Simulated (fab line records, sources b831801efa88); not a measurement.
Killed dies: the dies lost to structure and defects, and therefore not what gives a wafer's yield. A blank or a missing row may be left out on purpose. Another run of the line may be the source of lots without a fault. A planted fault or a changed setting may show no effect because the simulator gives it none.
What tool caused it? | flow sky130 | 12 lots with 36 wafers sampled at 4 steps, on a route of 708 steps

== WHAT THE GAUGES READ, wafer by wafer ==
SKY_METAL5_THK_MEAS_06: measures by xrf. Usual: for METAL5_ALCU_THK the level is 1128 nm and the standard deviation is 11.
lot  | measured     | on            | METAL5_ALCU_THK (nm) | flag
L550 | day 41 05:19 | film-metro-02 | 1140 1130 1123       |
L552 | day 41 07:05 | film-metro-02 | 1126 1136 1128       |
L553 | day 41 08:31 | film-metro-01 | 1146 1136 1142       |
L555 | day 42 06:45 | film-metro-02 | 1132 1125 1115       |
L556 | day 42 04:20 | film-metro-02 | 1149 1139 1124       |
L557 | day 42 18:05 | film-metro-01 | 1117 1126 1105       |
L558 | day 43 04:02 | film-metro-03 | 1122 1128 1136       |
L562 | day 43 18:05 | film-metro-02 | 1137 1117 1127       |
L564 | day 44 04:47 | film-metro-01 | 1130 1106 1118       |
L570 | day 50 13:10 | film-metro-03 | 1123 1136 1134       |
L571 | day 50 15:52 | film-metro-02 | 1122 1135 1129       |
L572 | day 50 15:47 | film-metro-01 | 1135 1131 1132       |

== EACH LOT AND THE TOOL THAT RAN IT (in order: tool; ch and the chambers of the sampled wafers; start) ==
lot  | SKY_VT_ADJUST_HVTP_STRIP_10          | SKY_METAL4_METAL_ETCH_18          | SKY_VIA4_SPUTTER_17
L550 | plasma-asher-03 ch 0,1, day 6 00:10  | rie-metal-03 ch 0,1, day 40 00:43 | pvd-sputter-01, day 41 04:11
L552 | plasma-asher-04 ch 0,1, day 6 10:40  | rie-metal-03 ch 0, day 40 02:44   | pvd-sputter-01, day 41 05:57
L553 | plasma-asher-02 ch 0,1, day 6 16:01  | rie-metal-03 ch 0,1, day 40 04:28 | pvd-sputter-04, day 41 07:23
L555 | plasma-asher-04 ch 0,1, day 7 02:08  | rie-metal-04 ch 0,1, day 41 02:05 | pvd-sputter-03, day 42 05:46
L556 | plasma-asher-03 ch 0,1, day 7 06:25  | rie-metal-01 ch 0,1, day 40 23:59 | pvd-sputter-03, day 42 03:21
L557 | plasma-asher-03 ch 0,1, day 7 11:04  | rie-metal-04 ch 0,1, day 41 14:01 | pvd-sputter-01, day 42 17:05
L558 | plasma-asher-03 ch 0,1, day 7 16:26  | rie-metal-04 ch 0,1, day 41 23:41 | pvd-sputter-03, day 43 02:31
L562 | plasma-asher-03 ch 0,1, day 8 03:53  | rie-metal-04 ch 0,1, day 42 16:23 | pvd-sputter-03, day 43 17:05
L564 | plasma-asher-02 ch 1, day 8 10:28    | rie-metal-03 ch 0, day 43 03:32   | pvd-sputter-04, day 44 03:49
L570 | plasma-asher-03 ch 0,1, day 15 07:52 | rie-metal-03 ch 0,1, day 49 14:49 | pvd-sputter-04, day 50 08:48
L571 | plasma-asher-03 ch 0,1, day 15 08:16 | rie-metal-04 ch 0,1, day 49 20:48 | pvd-sputter-01, day 50 12:55
L572 | plasma-asher-03 ch 0,1, day 15 10:10 | rie-metal-01 ch 1, day 49 21:09   | pvd-sputter-03, day 50 12:40
- SKY_VT_ADJUST_HVTP_STRIP_10: strips in O2/N2.
- SKY_METAL4_METAL_ETCH_18: etches the open film in Cl2/BCl3, stops on SiO2, target depth 845 nm, time 183.1 s.
- SKY_VIA4_SPUTTER_17: material TiN, target thk 20 nm, time 80 s.

== AS READ BY THE TOOLS THEMSELVES (means over the sampled wafers that have a number; for cases with no such wafer, the mark the record gives instead) ==
SKY_VT_ADJUST_HVTP_STRIP_10. Usual: drypump-motor-current-A 5.89 A, standard deviation 0.19; oes-product-au 0.715 a.u., standard deviation 0.0047; strip-time-to-endpoint-s 14.18 s, standard deviation 0.035.
lot  | tool            | drypump-motor-current-A (A) | oes-product-au (a.u.) | strip-time-to-endpoint-s (s) | flag
L550 | plasma-asher-03 | 6.05                        | 0.717                 | 14.23                        |
L552 | plasma-asher-04 | 5.76                        | 0.711                 | 14.21                        |
L553 | plasma-asher-02 | 5.97                        | 0.712                 | 14.14                        |
L555 | plasma-asher-04 | 5.67                        | 0.717                 | 14.20                        |
L556 | plasma-asher-03 | 5.95                        | 0.714                 | 14.20                        |
L557 | plasma-asher-03 | 5.94                        | 0.711                 | 14.18                        |
L558 | plasma-asher-03 | 6.05                        | 0.719                 | 14.20                        |
L562 | plasma-asher-03 | 6.05                        | 0.718                 | 14.23                        |
L564 | plasma-asher-02 | 5.96                        | 0.713                 | 14.13                        |
L570 | plasma-asher-03 | 6.05                        | 0.717                 | 14.17                        |
L571 | plasma-asher-03 | 6.04                        | 0.716                 | 14.23                        |
L572 | plasma-asher-03 | 6.05                        | 0.719                 | 14.20                        |

SKY_METAL4_METAL_ETCH_18. Usual: drypump-motor-current-A 5.6 A, standard deviation 0.41; oes-product-au 0.865 a.u., standard deviation 0.0056; rf-fwd-power-W 896.2 W, standard deviation 2.5; throttle-valve-pct 22.264 %, standard deviation 0.0094.
lot  | tool         | drypump-motor-current-A (A) | oes-product-au (a.u.) | rf-fwd-power-W (W) | throttle-valve-pct (%) | flag
L550 | rie-metal-03 | 5.4                         | 0.865                 | 898.4              | 22.262                 |
L552 | rie-metal-03 | 5.1                         | 0.876                 | 894.8              | 22.262                 |
L553 | rie-metal-03 | 5.4                         | 0.858                 | 895.8              | 22.263                 |
L555 | rie-metal-04 | 5.9                         | 0.870                 | 893.5              | 22.259                 |
L556 | rie-metal-01 | 5.4                         | 0.862                 | 897.0              | 22.269                 |
L557 | rie-metal-04 | 5.9                         | 0.869                 | 896.6              | 22.261                 |
L558 | rie-metal-04 | 6.1                         | 0.866                 | 894.4              | 22.268                 |
L562 | rie-metal-04 | 5.9                         | 0.862                 | 896.5              | 22.265                 |
L564 | rie-metal-03 | 5.1                         | 0.871                 | 897.6              | 22.266                 |
L570 | rie-metal-03 | 5.3                         | 0.869                 | 896.9              | 22.266                 |
L571 | rie-metal-04 | 5.9                         | 0.865                 | 894.4              | 22.266                 |
L572 | rie-metal-01 | 5.3                         | 0.862                 | 896.0              | 22.267                 |

SKY_VIA4_SPUTTER_17. Usual: 29.4 % for throttle-valve-pct, sd 1.3.
lot  | tool           | throttle-valve-pct (%) | flag
L550 | pvd-sputter-01 | 29.4                   |
L552 | pvd-sputter-01 | 30.5                   |
L553 | pvd-sputter-04 | 28.4                   |
L555 | pvd-sputter-03 | 29.1                   |
L556 | pvd-sputter-03 | 29.0                   |
L557 | pvd-sputter-01 | 30.4                   |
L558 | pvd-sputter-03 | 29.2                   |
L562 | pvd-sputter-03 | 29.3                   |
L564 | pvd-sputter-04 | 29.8                   |
L570 | pvd-sputter-04 | 29.8                   |
L571 | pvd-sputter-01 | 30.5                   |
L572 | pvd-sputter-03 | 29.6                   |

== THE ANSWER, worked out from the rows above alone ==
Rule: a lot counts as off when the mean over its wafers that have a number is more than 3 standard deviations away from the usual mean. A lot without any number at a reading at which 4 lots or more have one is off too. The other lots that the step has rows for count as sound. Order of review: gauges by route order, followed by the tools' own readings, for which a lot's mean as printed above is used. The first step at which some lot is off is used, and at that step the reading that is off furthest; a lot without a number counts as furthest.
Across all readings shown, no lot is off: no conclusion can be drawn from this.

== WHAT WAS PUT IN BY THE SIMULATOR ==
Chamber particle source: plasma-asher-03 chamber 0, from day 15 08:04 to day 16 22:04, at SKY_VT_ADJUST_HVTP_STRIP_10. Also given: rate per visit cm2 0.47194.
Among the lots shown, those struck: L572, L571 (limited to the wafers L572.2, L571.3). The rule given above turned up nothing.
